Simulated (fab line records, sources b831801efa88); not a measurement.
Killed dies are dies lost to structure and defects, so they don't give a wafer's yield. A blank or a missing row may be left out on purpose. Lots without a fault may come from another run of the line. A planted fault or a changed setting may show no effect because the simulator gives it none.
Tool commonality check | flow sky130 | 11 lots, 33 wafers sampled

WHY IT WAS OPENED
At SKY_POLY_GATE_THK_MEAS_21 the reading POLY_GATE_OXIDATION_THK is flagged on 2 of 11 lots. Wafers without a fault read 4.00 nm, standard deviation 0.072.
Rule: a lot is flagged when every wafer of it that has a number lies more than 4 standard deviations from that mean, or none has a number. The other lots count as sound.

lot  | measured     | on            | POLY_GATE_OXIDATION_THK (nm), wafer by wafer | flag
L518 | day 16 21:47 | film_metro-03 | 3.84 3.81 3.86                               |
L519 | day 17 10:24 | film_metro-03 | 3.87 3.90 3.81                               |
L520 | day 18 06:28 | film_metro-02 | 3.97 3.98 3.98                               |
L522 | day 18 14:40 | film_metro-03 | 4.04 4.03 4.04                               |
L521 | day 18 16:15 | film_metro-03 | 4.01 3.94 4.02                               |
L524 | day 20 00:53 | film_metro-04 | 4.02 3.95 4.07                               |
L525 | day 20 11:17 | film_metro-03 | 4.12 4.14 4.16                               |
L532 | day 22 11:01 | film_metro-02 | 4.44 4.40 4.42                               | FLAGGED
L534 | day 23 02:21 | film_metro-04 | 4.52 4.55 4.46                               | FLAGGED
L537 | day 23 20:29 | film_metro-02 | 3.96 4.09 4.04                               |
L539 | day 24 16:53 | film_metro-02 | 3.99 4.01 3.97                               |
The numbers of the flagged lots are 4.46 nm on average: +0.46 nm against the usual, or +6 standard deviations.

WHICH TOOL RAN EACH LOT
The record holds 2 process steps before the reading, out of a route of 708 steps. In each cell: the tool, then ch and the chambers that the sampled wafers went through, then the start.
lot  | flag    | SKY_VT_ADJUST_LVTN_STRIP_20          | SKY_POLY_GATE_OXIDATION_20
L518 |         | plasma_asher-04 ch 0,1, day 8 00:51  | furnace-01 ch 0, day 16 20:32
L519 |         | plasma_asher-03 ch 0,1, day 8 05:45  | furnace-01 ch 0, day 17 09:09
L520 |         | plasma_asher-04 ch 1, day 8 18:32    | furnace-01 ch 0, day 18 05:13
L522 |         | plasma_asher-04 ch 0,1, day 9 06:33  | furnace-02 ch 0, day 18 13:25
L521 |         | plasma_asher-04 ch 0, day 9 00:36    | furnace-01 ch 0, day 18 15:00
L524 |         | plasma_asher-04 ch 0,1, day 9 23:00  | furnace-02 ch 0, day 19 23:37
L525 |         | plasma_asher-04 ch 0,1, day 10 05:20 | furnace-01 ch 0, day 20 10:02
L532 | FLAGGED | plasma_asher-03 ch 0,1, day 12 03:00 | furnace-02 ch 0, day 22 09:46
L534 | FLAGGED | plasma_asher-04 ch 0,1, day 12 18:07 | furnace-02 ch 0, day 23 01:05
L537 |         | plasma_asher-04 ch 0,1, day 13 12:16 | furnace-01 ch 0, day 23 19:13
L539 |         | plasma_asher-04 ch 0,1, day 14 03:53 | furnace-01 ch 0, day 24 15:38
What these steps do:
- SKY_VT_ADJUST_LVTN_STRIP_20: strips in O2/N2.
- SKY_POLY_GATE_OXIDATION_20: stabilise 600 s, purge 300 s, target thk 4 nm.
- SKY_POLY_GATE_THK_MEAS_21

FLAGGED OVER TOTAL, TOOL BY TOOL (the gauges that took the reading come last)
step                        | tool            | lots run | flagged | share of the flagged lots | sound lots run after its first flagged lot
SKY_VT_ADJUST_LVTN_STRIP_20 | plasma_asher-03 | 2        | 1       | some                      | 0
SKY_VT_ADJUST_LVTN_STRIP_20 | plasma_asher-04 | 9        | 1       | some                      | 2 (L537,L539)
SKY_POLY_GATE_OXIDATION_20  | furnace-01      | 7        | 0       | none                      | -
SKY_POLY_GATE_OXIDATION_20  | furnace-02      | 4        | 2       | all                       | 0
SKY_POLY_GATE_THK_MEAS_21   | film_metro-02   | 4        | 1       | some                      | 2 (L537,L539)
SKY_POLY_GATE_THK_MEAS_21   | film_metro-03   | 5        | 0       | none                      | -
SKY_POLY_GATE_THK_MEAS_21   | film_metro-04   | 2        | 1       | some                      | 0

WHAT THE TABLE ALLOWS
1 row of the table ran every flagged lot: furnace-02 at SKY_POLY_GATE_OXIDATION_20.
- furnace-02 at SKY_POLY_GATE_OXIDATION_20: 2 of its 4 lots flagged. Its last sound lot is L524 (day 19 23:37), its first flagged lot L532 (day 22 09:46): a fault that began between those two fits. Its own readings lie more than 4 standard deviations out on every wafer of the flagged lots: spike_tc_centre_C, spike_tc_lower_C, spike_tc_top_C, spike_tc_upper_C, tube_center_temp_C, tube_center_temp_C_max.
One tool is left: furnace-02 at SKY_POLY_GATE_OXIDATION_20.

WHAT THE SIMULATOR HAD PUT IN
Process parameter drift: furnace-02, from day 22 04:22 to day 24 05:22, at SKY_POLY_GATE_OXIDATION_20. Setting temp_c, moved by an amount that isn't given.
Lots struck among those shown: L532, L534. The rule above found the same.
